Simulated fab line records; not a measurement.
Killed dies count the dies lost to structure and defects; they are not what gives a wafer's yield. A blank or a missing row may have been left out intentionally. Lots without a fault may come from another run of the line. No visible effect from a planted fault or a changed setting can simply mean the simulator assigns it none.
A lot that was struck, set against a sound lot | flow gf180mcu | 17 steps out of a route of 602
Sound: wafers L986.4, L986.5, L986.6. The struck wafers were L995.1, L995.4, L995.6. At the end, the cause is stated.
Per side, at each step with rows, come the tool, then ch with its chambers, and then its first start. Under that, the readings that differ: sound wafers | struck wafers | difference of the means | sigmas: that difference in standard deviations of wafers without a fault.
alike: readings whose means differ by less than 2 such deviations, and words and numbers that are the same on both sides. not compared: withheld readings, readings that some wafer has no value for, bounds like >300 that may hide the same value, and numbers for which the record gives no deviation and whose values overlap.
The two part at a step that has a row with sigmas, a row that says differs or no value, or rows on one side only. Numbers that don't overlap but have no deviation are shown without sigmas and don't part them. A reading missing from all wafers of one side parts the sides only when that side holds two or more wafers.

first, 1 step without rows for these wafers: GF_HV_LDD_CLEAN_51 (cleans in SC1/SC2, time 150 s).
GF_HV_LDD_RTA_52: time 10 s.
  sound on rtpAnneal-01 ch 0, day 13 13:56; struck on rtpAnneal-02 ch 0, day 16 04:04
  alike: lampPowerPct, wafer_temp_C_max
then, 1 step without rows for these wafers: GF_HV_LDD_CVD_54 (deposits SiO2 from TEOS, target thk 10 nm, time 75 s).
GF_HV_LDD_THK_MEAS_55:
  sound on filmMetro-02 at day 13 15:08; struck on filmMetro-02 at day 16 05:46
  alike: HV_LDD_CVD_54_THK
then, 1 step without rows for these wafers: GF_HV_LDD_CVD_56 (deposits Si3N4 from DCS/NH3, target thk 90 nm, time 1543 s).
GF_HV_LDD_THK_MEAS_57:
  sound on filmMetro-01 at day 13 16:37; struck on filmMetro-02 at day 16 07:16
  alike: HV_LDD_CVD_56_THK
GF_HV_LDD_ETCHBACK_58: etches Si3N4 in CH3F/O2, stops on SiO2, time 100 s, target depth 90 nm.
  sound on rieDiel-03 ch 0,1,3, day 13 16:39; struck on rieDiel-01 ch 0,2,3, day 16 07:19
  alike: drypumpMotorCurrentA, oesProductAu, throttleValvePct
  not compared: rfHoursCounterH
then, 4 steps without rows for these wafers: GF_NSD_DEHYDRATE_00 (time 60 s); GF_NSD_HMDS_01 (prime time 60 s); GF_NSD_COAT_02 (resist thk 1000 nm); GF_NSD_SOFTBAKE_03 (time 60 s).
GF_NSD_EXPOSE_04: exposes mask Nplus, target cd 400 nm.
  sound on ilineStepper-02 ch 0, day 14 03:25; struck on ilineStepper-02 ch 0, day 16 18:40
reading           | sound                | struck               | difference | sigmas
exposureDoseMJCm2 | 140.29 140.06 140.12 | 135.26 135.30 135.19 | -4.91      | -35
  alike: mask
then, 2 steps without rows for these wafers: GF_NSD_PEB_05; GF_NSD_DEVELOP_06 (develop time 60 s).
GF_NSD_CD_MEAS_07: the cd target is 400 nm.
  sound on cdSem-01 at day 14 13:43; struck on cdSem-02 at day 17 05:47
reading   | sound             | struck            | difference | sigmas
cdNm (nm) | 400.4 402.8 401.7 | 389.6 389.9 390.0 | -11.8      | -6
GF_NSD_OVL_MEAS_08:
  sound on overlay-01 at day 14 13:47; struck on overlay-01 at day 17 05:54
reading      | sound          | struck      | difference | sigmas
NSD_OVL (nm) | -2.4 -1.4 -3.2 | 1.7 1.7 0.5 | +3.6       | +2
next, for these wafers, 1 step has no rows: GF_PASSIVATION_PROBE_99.

== WHERE THEY PART ==
First at GF_NSD_EXPOSE_04; last, within this record, at GF_NSD_OVL_MEAS_08.

WHY: what had been put in by the simulator
Process parameters drifting: ilineStepper-02 at GF_NSD_EXPOSE_04, beginning at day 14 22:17. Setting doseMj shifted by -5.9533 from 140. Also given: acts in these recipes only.
